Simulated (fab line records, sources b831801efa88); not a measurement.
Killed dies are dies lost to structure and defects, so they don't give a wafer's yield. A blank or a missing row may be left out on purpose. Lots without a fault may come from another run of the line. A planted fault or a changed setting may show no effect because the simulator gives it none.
Which tool did it? | flow gf180mcu | 14 lots, 42 wafers sampled, at 3 steps of a route of 602

WHAT THE GAUGES READ, wafer by wafer
GF_M2_CD_MEAS_14: target cd 280 nm. Usual: cd_nm 280.1 nm, standard deviation 1.2.
lot  | measured     | on        | cd_nm (nm)        | flag
L354 | day 18 21:40 | cd_sem-02 | 277.6 277.4 278.5 |
L355 | day 19 13:15 | cd_sem-01 | 280.2 281.1 281.9 |
L357 | day 20 02:48 | cd_sem-01 | 278.7 280.5 279.5 |
L358 | day 20 18:59 | cd_sem-01 | 280.7 281.0 280.8 |
L359 | day 21 01:23 | cd_sem-02 | 278.6 281.5 280.8 |
L361 | day 22 03:31 | cd_sem-01 | 280.6 281.2 280.1 |
L362 | day 22 03:57 | cd_sem-01 | 280.6 280.7 279.6 |
L363 | day 22 10:56 | cd_sem-01 | 278.2 277.9 277.9 |
L364 | day 23 01:05 | cd_sem-01 | 280.2 281.0 279.7 |
L365 | day 23 10:17 | cd_sem-01 | 282.3 281.9 280.3 |
L366 | day 23 18:05 | cd_sem-02 | 279.7 279.0 279.3 |
L373 | day 25 21:52 | cd_sem-01 | 265.8 243.9 274.6 | OFF
L375 | day 26 13:06 | cd_sem-01 | 256.9 247.3 254.3 | OFF
L377 | day 27 03:53 | cd_sem-02 | 282.5 282.8 283.2 |

WHICH TOOL RAN EACH LOT (tool, then ch and the chambers of the sampled wafers, then the start)
lot  | GF_V1_SPUTTER_21             | GF_M2_EXPOSE_11
L354 | pvd_sputter-03, day 17 20:59 | krf_scanner-01 ch 0, day 18 09:32
L355 | pvd_sputter-03, day 18 11:42 | krf_scanner-02 ch 0, day 19 01:13
L357 | pvd_sputter-03, day 19 01:45 | krf_scanner-01 ch 0, day 19 15:02
L358 | pvd_sputter-03, day 19 18:25 | krf_scanner-02 ch 0, day 20 07:16
L359 | pvd_sputter-02, day 20 00:45 | krf_scanner-02 ch 0, day 20 13:12
L361 | pvd_sputter-02, day 21 02:32 | krf_scanner-02 ch 0, day 21 15:30
L362 | pvd_sputter-01, day 21 04:05 | krf_scanner-01 ch 0, day 21 16:26
L363 | pvd_sputter-03, day 21 10:49 | krf_scanner-02 ch 0, day 21 23:35
L364 | pvd_sputter-03, day 22 00:24 | krf_scanner-02 ch 0, day 22 13:18
L365 | pvd_sputter-03, day 22 09:35 | krf_scanner-02 ch 0, day 22 22:43
L366 | pvd_sputter-03, day 22 18:02 | krf_scanner-02 ch 0, day 23 06:34
L373 | pvd_sputter-03, day 24 23:24 | krf_scanner-02 ch 0, day 25 11:06
L375 | pvd_sputter-02, day 25 15:05 | krf_scanner-02 ch 0, day 26 03:09
L377 | pvd_sputter-03, day 26 06:43 | krf_scanner-01 ch 0, day 26 18:00
- GF_V1_SPUTTER_21: material Ti, target thk 15 nm, time 80.02 s.
- GF_M2_EXPOSE_11: exposes mask Metal2, target cd 280 nm.

WHAT THE TOOLS THEMSELVES READ (means of the sampled wafers that have a number; where no wafer has one, the mark that the record gives instead)
GF_V1_SPUTTER_21. Usual: throttle_valve_pct 29.9 %, standard deviation 1.1.
lot  | tool           | throttle_valve_pct (%) | flag
L354 | pvd_sputter-03 | 30.0                   |
L355 | pvd_sputter-03 | 30.1                   |
L357 | pvd_sputter-03 | 30.2                   |
L358 | pvd_sputter-03 | 31.4                   |
L359 | pvd_sputter-02 | 30.1                   |
L361 | pvd_sputter-02 | 30.4                   |
L362 | pvd_sputter-01 | 29.2                   |
L363 | pvd_sputter-03 | 30.2                   |
L364 | pvd_sputter-03 | 29.4                   |
L365 | pvd_sputter-03 | 29.7                   |
L366 | pvd_sputter-03 | 29.6                   |
L373 | pvd_sputter-03 | 29.5                   |
L375 | pvd_sputter-02 | 30.2                   |
L377 | pvd_sputter-03 | 30.0                   |

GF_M2_EXPOSE_11. Usual: exposure_dose_mJ_cm2 28.354, standard deviation 0.027.
lot  | tool           | exposure_dose_mJ_cm2 | flag
L354 | krf_scanner-01 | 28.352               |
L355 | krf_scanner-02 | 28.363               |
L357 | krf_scanner-01 | 28.315               |
L358 | krf_scanner-02 | 28.344               |
L359 | krf_scanner-02 | 28.364               |
L361 | krf_scanner-02 | 28.349               |
L362 | krf_scanner-01 | 28.376               |
L363 | krf_scanner-02 | 28.375               |
L364 | krf_scanner-02 | 28.363               |
L365 | krf_scanner-02 | 28.317               |
L366 | krf_scanner-02 | 28.305               |
L373 | krf_scanner-02 | 27.289               | OFF
L375 | krf_scanner-02 | 26.481               | OFF
L377 | krf_scanner-01 | 28.374               |

THE ANSWER, worked out from the rows above alone
Rule: a lot is off if the mean of its wafers that have a number lies more than 3 standard deviations from the usual mean. A lot without any number at a reading at which 4 lots or more have one is off too. The other lots that the step has rows for count as sound. The gauges are gone through in route order, then the tools' own readings, and for those a lot's mean is taken as printed above. The first step at which some lot is off is used, and at that step the reading that is off furthest; a lot without a number counts as furthest.
Off: L373, L375, at GF_M2_CD_MEAS_14 (cd_nm).
A tool fits if, at a process step before that reading, it ran every lot that is off, and no sound lot after the first of them. The gauges at GF_M2_CD_MEAS_14 aren't tried: what is off there is off at GF_M2_EXPOSE_11 too, on other tools, and a gauge's error can't cause that. One fits: krf_scanner-02 at GF_M2_EXPOSE_11. Its last sound lot is L366 (day 23 06:34), its first lot that is off L373 (day 25 11:06): a fault that began between those two fits.
The tool's own readings at GF_M2_EXPOSE_11 bear it out: on the lots that are off they differ by more than 5 times the standard deviation of the sound lots' means. exposure_dose_mJ_cm2 reads 26.885 there against 28.350 on the sound lots.

WHAT THE SIMULATOR HAD PUT IN
Process parameter drift: krf_scanner-02, from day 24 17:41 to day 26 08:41, at GF_M2_EXPOSE_11. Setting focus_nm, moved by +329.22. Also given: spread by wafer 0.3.
Lots struck among those shown: L373, L375. The rule above found the same.
